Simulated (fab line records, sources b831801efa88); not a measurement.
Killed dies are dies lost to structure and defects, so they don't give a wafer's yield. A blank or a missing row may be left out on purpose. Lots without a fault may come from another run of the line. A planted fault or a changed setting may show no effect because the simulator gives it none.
Which tool did it? | flow sky130 | 24 lots, 72 wafers sampled, at 4 steps of a route of 708

WHAT THE GAUGES READ, wafer by wafer
SKY_FIELD_ISO_THK_MEAS_02.
lot  | measured    | on            | FIELD_ISO_OXIDATION_00_THK (nm)
L074 | day 1 11:38 | film_metro-01 | 12.76 12.49 12.73
L075 | day 1 16:38 | film_metro-02 | 12.71 12.85 12.85
L076 | day 1 22:49 | film_metro-02 | 12.27 12.36 12.19
L077 | day 2 03:49 | film_metro-02 | 12.79 12.59 12.66
L078 | day 2 09:13 | film_metro-02 | 12.78 12.80 12.72
L079 | day 2 15:01 | film_metro-04 | 12.13 12.13 12.32
L080 | day 2 19:40 | film_metro-02 | 12.30 12.40 12.33
L081 | day 2 22:39 | film_metro-01 | 12.27 12.39 12.21
L082 | day 3 03:38 | film_metro-01 | 13.00 13.14 12.97
L083 | day 3 10:47 | film_metro-04 | 13.06 12.87 13.02
L084 | day 3 17:46 | film_metro-01 | 13.06 12.96 13.05
L085 | day 3 22:21 | film_metro-02 | 12.35 12.27 12.28
L086 | day 4 02:27 | film_metro-04 | 12.63 12.69 12.59
L087 | day 4 06:31 | film_metro-01 | 12.66 12.82 12.47
L088 | day 4 09:38 | film_metro-04 | 12.39 12.48 12.37
L089 | day 4 14:46 | film_metro-01 | 12.41 12.56 12.44
L090 | day 4 20:57 | film_metro-04 | 12.64 12.60 12.70
L091 | day 5 04:00 | film_metro-02 | 12.53 12.56 12.40
L092 | day 5 10:50 | film_metro-01 | 12.67 12.89 12.76
L093 | day 5 10:51 | film_metro-02 | 12.85 12.66 12.64
L094 | day 5 17:38 | film_metro-02 | 12.84 12.91 12.77
L095 | day 5 23:23 | film_metro-01 | 12.28 12.33 12.33
L096 | day 6 03:27 | film_metro-01 | 13.18 13.05 13.14
L097 | day 6 07:10 | film_metro-02 | 12.48 12.36 12.31

SKY_NWELL_TW_MEAS_26.
lot  | measured     | on            | NWELL_2_TW
L074 | day 5 08:24  | film_metro-03 | 493 493 492
L075 | day 5 15:58  | film_metro-03 | 493 492 496
L076 | day 5 19:13  | film_metro-01 | 501 502 501
L077 | day 6 00:06  | film_metro-03 | 495 495 494
L078 | day 6 09:33  | film_metro-04 | 502 502 499
L079 | day 7 01:51  | film_metro-01 | 504 510 504
L080 | day 7 05:44  | film_metro-04 | 498 498 501
L081 | day 7 05:23  | film_metro-03 | 498 493 498
L082 | day 7 08:15  | film_metro-03 | 499 497 500
L083 | day 7 13:46  | film_metro-01 | 506 505 504
L084 | day 7 21:22  | film_metro-01 | 503 503 503
L085 | day 8 10:00  | film_metro-04 | 502 503 502
L086 | day 8 20:07  | film_metro-01 | 504 502 501
L087 | day 8 19:45  | film_metro-01 | 502 504 503
L088 | day 9 02:52  | film_metro-03 | 493 492 494
L089 | day 9 09:51  | film_metro-04 | 500 501 499
L090 | day 9 13:22  | film_metro-01 | 506 504 503
L091 | day 9 17:24  | film_metro-01 | 503 506 506
L092 | day 10 04:57 | film_metro-01 | 506 503 503
L093 | day 10 02:56 | film_metro-01 | 503 501 505
L094 | day 10 10:31 | film_metro-01 | 503 504 504
L095 | day 10 17:31 | film_metro-01 | 498 504 498
L096 | day 10 20:40 | film_metro-01 | 503 501 504
L097 | day 11 02:49 | film_metro-01 | 502 501 502

SKY_VT_ADJUST_LVTN_OVL_MEAS_18.
lot  | measured     | on         | VT_ADJUST_LVTN_01_OVL (nm)
L074 | day 7 17:25  | overlay-01 | 0.9 -0.1 -0.5
L075 | day 8 01:16  | overlay-02 | -1.8 -1.3 -2.4
L076 | day 8 06:13  | overlay-01 | -0.4 1.4 0.0
L077 | day 8 10:55  | overlay-01 | 1.8 0.7 3.5
L078 | day 8 21:31  | overlay-01 | 1.1 1.1 1.1
L079 | day 9 15:57  | overlay-02 | 0.9 1.0 0.1
L080 | day 9 21:31  | overlay-02 | 2.7 0.6 1.9
L081 | day 9 21:13  | overlay-02 | 0.6 -0.8 1.1
L082 | day 10 00:03 | overlay-02 | 1.1 3.4 1.5
L083 | day 10 06:58 | overlay-02 | -0.2 0.7 0.4
L084 | day 10 15:13 | overlay-01 | -1.1 0.4 -0.1
L085 | day 11 05:01 | overlay-01 | 0.3 0.3 -0.9
L086 | day 11 15:34 | overlay-01 | -1.3 -0.3 -1.0
L087 | day 11 14:36 | overlay-02 | -0.3 -0.6 -1.5
L088 | day 11 22:43 | overlay-01 | 0.4 -1.4 -0.4
L089 | day 12 07:07 | overlay-02 | 0.0 0.5 -2.0
L090 | day 12 11:10 | overlay-02 | -2.0 1.8 -1.3
L091 | day 12 16:39 | overlay-02 | 1.6 1.9 0.5
L092 | day 13 04:51 | overlay-01 | 1.6 0.5 3.4
L093 | day 13 02:46 | overlay-01 | 2.0 2.6 2.0
L094 | day 13 10:55 | overlay-02 | 0.2 1.2 -0.1
L095 | day 13 19:46 | overlay-01 | 0.9 1.1 -1.9
L096 | day 13 22:47 | overlay-01 | 2.1 0.7 3.2
L097 | day 14 05:25 | overlay-01 | -0.5 0.1 0.6

WHICH TOOL RAN EACH LOT (tool, then ch and the chambers of the sampled wafers, then the start)
lot  | SKY_FIELD_ISO_ETCH_17
L074 | rie_si-01 ch 0,1,3, day 2 05:14
L075 | rie_si-01 ch 1,3, day 2 10:20
L076 | rie_si-02 ch 0,3, day 2 14:53
L077 | rie_si-01 ch 0,2,3, day 2 20:59
L078 | rie_si-01 ch 0,1,3, day 3 01:55
L079 | rie_si-02 ch 0,1,3, day 3 09:55
L080 | rie_si-01 ch 0,1,2, day 3 13:49
L081 | rie_si-02 ch 0,1,2, day 3 17:01
L082 | rie_si-01 ch 1,2,3, day 3 21:20
L083 | rie_si-02 ch 1,3, day 4 04:53
L084 | rie_si-02 ch 0,3, day 4 12:31
L085 | rie_si-01 ch 0,1,3, day 4 17:47
L086 | rie_si-02 ch 1,2,3, day 4 21:37
L087 | rie_si-01 ch 1,2,3, day 5 01:25
L088 | rie_si-01 ch 0,1, day 5 06:38
L089 | rie_si-02 ch 0,1,2, day 5 10:28
L090 | rie_si-02 ch 1,2,3, day 5 16:35
L091 | rie_si-02 ch 0,1,2, day 5 23:34
L092 | rie_si-01 ch 2,3, day 6 07:22
L093 | rie_si-02 ch 0,3, day 6 07:02
L094 | rie_si-01 ch 0,2,3, day 6 14:13
L095 | rie_si-01 ch 0,1,3, day 6 20:32
L096 | rie_si-02 ch 0,1,2, day 7 00:32
L097 | rie_si-02 ch 0,1,3, day 7 04:14
- SKY_FIELD_ISO_ETCH_17: etches Si in HBr/Cl2/O2, target depth 342 nm, time 97.7 s.

WHAT THE TOOLS THEMSELVES READ (means of the sampled wafers that have a number; where no wafer has one, the mark that the record gives instead)
SKY_FIELD_ISO_ETCH_17.
lot  | tool      | drypump_motor_current_A (A) | oes_product_au (a.u.) | throttle_valve_pct (%)
L074 | rie_si-01 | 6.0                         | 1.000                 | 25.658
L075 | rie_si-01 | 5.8                         | 1.004                 | 25.658
L076 | rie_si-02 | 5.7                         | 1.018                 | 25.641
L077 | rie_si-01 | 6.3                         | 0.998                 | 25.667
L078 | rie_si-01 | 5.9                         | 0.998                 | 25.647
L079 | rie_si-02 | 5.3                         | 1.004                 | 25.655
L080 | rie_si-01 | 6.1                         | 1.001                 | 25.657
L081 | rie_si-02 | 5.2                         | 1.007                 | 25.654
L082 | rie_si-01 | 6.0                         | 1.010                 | 25.655
L083 | rie_si-02 | 5.4                         | 1.003                 | 25.644
L084 | rie_si-02 | 5.7                         | 1.004                 | 25.653
L085 | rie_si-01 | 6.0                         | 1.012                 | 25.646
L086 | rie_si-02 | 5.2                         | 1.005                 | 25.650
L087 | rie_si-01 | 6.0                         | 1.006                 | 25.640
L088 | rie_si-01 | 6.1                         | 1.011                 | 25.649
L089 | rie_si-02 | 5.2                         | 1.007                 | 25.656
L090 | rie_si-02 | 5.2                         | 1.006                 | 25.651
L091 | rie_si-02 | 5.2                         | 1.001                 | 25.647
L092 | rie_si-01 | 6.2                         | 1.001                 | 25.652
L093 | rie_si-02 | 5.7                         | 1.000                 | 25.663
L094 | rie_si-01 | 6.3                         | 0.995                 | 25.656
L095 | rie_si-01 | 6.0                         | 1.005                 | 25.658
L096 | rie_si-02 | 5.2                         | 1.001                 | 25.652
L097 | rie_si-02 | 5.4                         | 1.003                 | 25.658

THE ANSWER, worked out from the rows above alone
Rule: what is usual is taken from the lots themselves. Put in order of their means at a reading, lots are off if they are a third of the lots or fewer, leave a main group of 4 or more, and stand apart from it by a gap of 3 or more times the standard deviation of the main group's means; of several such gaps the widest counts. A main group whose means are all the same, to the digits that the tables above print for the reading, isn't used. A lot without any number at a reading at which 4 lots or more have one is off too. The other lots that the step has rows for count as sound. The gauges are gone through in route order, then the tools' own readings, and for those a lot's mean is taken as printed above. The first step at which some lot is off is used, and at that step the reading that is off furthest; a lot without a number counts as furthest.
No lot is off at any reading shown: from this, nothing can be told.

WHAT THE SIMULATOR HAD PUT IN
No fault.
